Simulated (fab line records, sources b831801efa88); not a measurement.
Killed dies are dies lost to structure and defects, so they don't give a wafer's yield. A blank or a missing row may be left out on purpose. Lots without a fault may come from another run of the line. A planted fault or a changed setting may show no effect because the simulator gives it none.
Chamber matching | flow sky130 | SKY_VIA1_ETCH_15 on rie_diel-02: 4 sister chambers
The step etches SiO2 in C4F8/O2/Ar, stops on TiN, target depth 351 nm, time 54 s. 4 wafers are shown with their chamber, then 12 later ones without.

WAFERS WITH THEIR CHAMBER
wafer  | chamber | oes_product_au (a.u.)
L086.2 | 3       | 0.973
L086.4 | 0       | 0.992
L086.5 | 2       | 0.990
L086.6 | 1       | 0.979

WAFERS WITHOUT THEIR CHAMBER
wafer  | oes_product_au (a.u.)
L088.3 | 0.991
L088.5 | 0.984
L088.6 | 0.984
L093.2 | 0.969
L093.5 | 0.977
L093.6 | 0.973
L094.3 | 0.978
L094.4 | 0.978
L094.5 | 0.983
L097.1 | 0.980
L097.3 | 0.984
L097.4 | 0.981

WHICH CHAMBER EACH WENT THROUGH
wafer  | from the rows above               | in truth
L088.3 | can't be placed: 0 or 2           | 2
L088.5 | can't be placed: 1 or 2 or 0 or 3 | 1
L088.6 | can't be placed: 1 or 2 or 0 or 3 | 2
L093.2 | can't be placed: 3 or 1           | 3
L093.5 | can't be placed: 1 or 3           | 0
L093.6 | can't be placed: 3 or 1           | 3
L094.3 | can't be placed: 1 or 3           | 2
L094.4 | can't be placed: 1 or 3           | 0
L094.5 | can't be placed: 1 or 2 or 0 or 3 | 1
L097.1 | can't be placed: 1 or 3           | 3
L097.3 | can't be placed: 1 or 2 or 0 or 3 | 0
L097.4 | can't be placed: 1 or 3           | 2
Placed correctly: 0 of 12. Can't be placed from these rows: 12 (the true chamber is among the candidates in 8). Placed wrongly: 0.
How it was worked out, from the rows above alone: a wafer's distance from a chamber is the root of the sum, over the readings, of the square of ((its reading less the chamber's mean) divided by the reading's scatter). The wafer belongs to the nearest chamber; if the next one is less than 2 further off, it can't be placed. A chamber's mean is the mean of its shown wafers. The scatter: with one shown wafer a chamber, the root of the mean of the squares of how far each hidden wafer lies from its nearest shown one.
